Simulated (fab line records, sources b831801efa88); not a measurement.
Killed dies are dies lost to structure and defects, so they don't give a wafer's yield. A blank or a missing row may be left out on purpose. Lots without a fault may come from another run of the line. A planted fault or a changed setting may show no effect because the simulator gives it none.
A struck lot beside a sound one | flow sky130 | 16 steps out of a route of 708
Sound: wafers L485.2, L485.5, L485.6. Struck: wafers L492.1, L492.3, L492.4. The cause comes at the end.
At each step with rows: each side's tool, then ch and its chambers, then its first start. Under that, the readings that differ: sound wafers | struck wafers | difference of the means | sigmas: that difference in standard deviations of wafers without a fault.
alike: readings whose means differ by less than 2 such deviations, and words and numbers that are the same on both sides. not compared: withheld readings, readings that some wafer has no value for, bounds like >300 that may hide the same value, and numbers for which the record gives no deviation and whose values overlap.
The two part at a step that has a row with sigmas, a row that says differs or no value, or rows on one side only. Numbers that don't overlap but have no deviation are shown without sigmas and don't part them. A reading that every wafer of one side lacks parts them only if that side has two wafers or more.

first, 2 steps without rows for these wafers: SKY_VT_ADJUST_PCH_PEB_05; SKY_VT_ADJUST_PCH_DEVELOP_06 (develop time 60 s).
SKY_VT_ADJUST_PCH_OVL_MEAS_07:
  sound on overlay-02, day 11 03:31; struck on overlay-01, day 13 15:14
  alike: VT_ADJUST_PCH_OVL
then, 1 step without rows for these wafers: SKY_VT_ADJUST_PCH_IMPLANT_08.
SKY_VT_ADJUST_PCH_STRIP_09: strips in O2/N2.
  sound on plasma_asher-02 ch 0,1, day 11 03:42; struck on plasma_asher-03 ch 0,1, day 13 15:26
  alike: drypump_motor_current_A, oes_product_au, strip_time_to_endpoint_s
  not compared: rf_hours_counter_h
SKY_VT_ADJUST_PCH_TW_MEAS_10:
  sound on film_metro-04, day 11 03:49; struck on film_metro-03, day 13 15:32
  alike: VT_ADJUST_PCH_TW
then, 6 steps without rows for these wafers: SKY_SONOS_TUNNEL_DEHYDRATE_00 (time 60 s); SKY_SONOS_TUNNEL_HMDS_01 (prime time 60 s); SKY_SONOS_TUNNEL_COAT_02 (resist thk 1140 nm); SKY_SONOS_TUNNEL_SOFTBAKE_03 (time 60 s); SKY_SONOS_TUNNEL_EXPOSE_04 (exposes mask TUNM, target cd 410 nm); SKY_SONOS_TUNNEL_PEB_05.
SKY_SONOS_TUNNEL_DEVELOP_06: develop time 60 s.
  sound on litho_track-02 ch 0, day 12 02:51; struck on litho_track-02 ch 0, day 14 17:52
SKY_SONOS_TUNNEL_CD_MEAS_07: target cd 410 nm.
  sound on cd_sem-01, day 12 03:00; struck on cd_sem-02, day 14 18:01
  reading    | sound             | struck            | difference | sigmas
  cd_nm (nm) | 412.7 411.2 412.1 | 395.9 396.7 395.2 | -16.1      | -8
SKY_SONOS_TUNNEL_OVL_MEAS_08:
  sound on overlay-01, day 12 03:06; struck on overlay-02, day 14 18:08
  alike: SONOS_TUNNEL_OVL
then, 1 step without rows for these wafers: SKY_PAD_OPEN_PROBE_99.

WHERE THEY PART
Only at SKY_SONOS_TUNNEL_CD_MEAS_07, within this record. Later steps at which nothing parts them and some readings are alike: SKY_SONOS_TUNNEL_OVL_MEAS_08.

WHY: what the simulator had put in
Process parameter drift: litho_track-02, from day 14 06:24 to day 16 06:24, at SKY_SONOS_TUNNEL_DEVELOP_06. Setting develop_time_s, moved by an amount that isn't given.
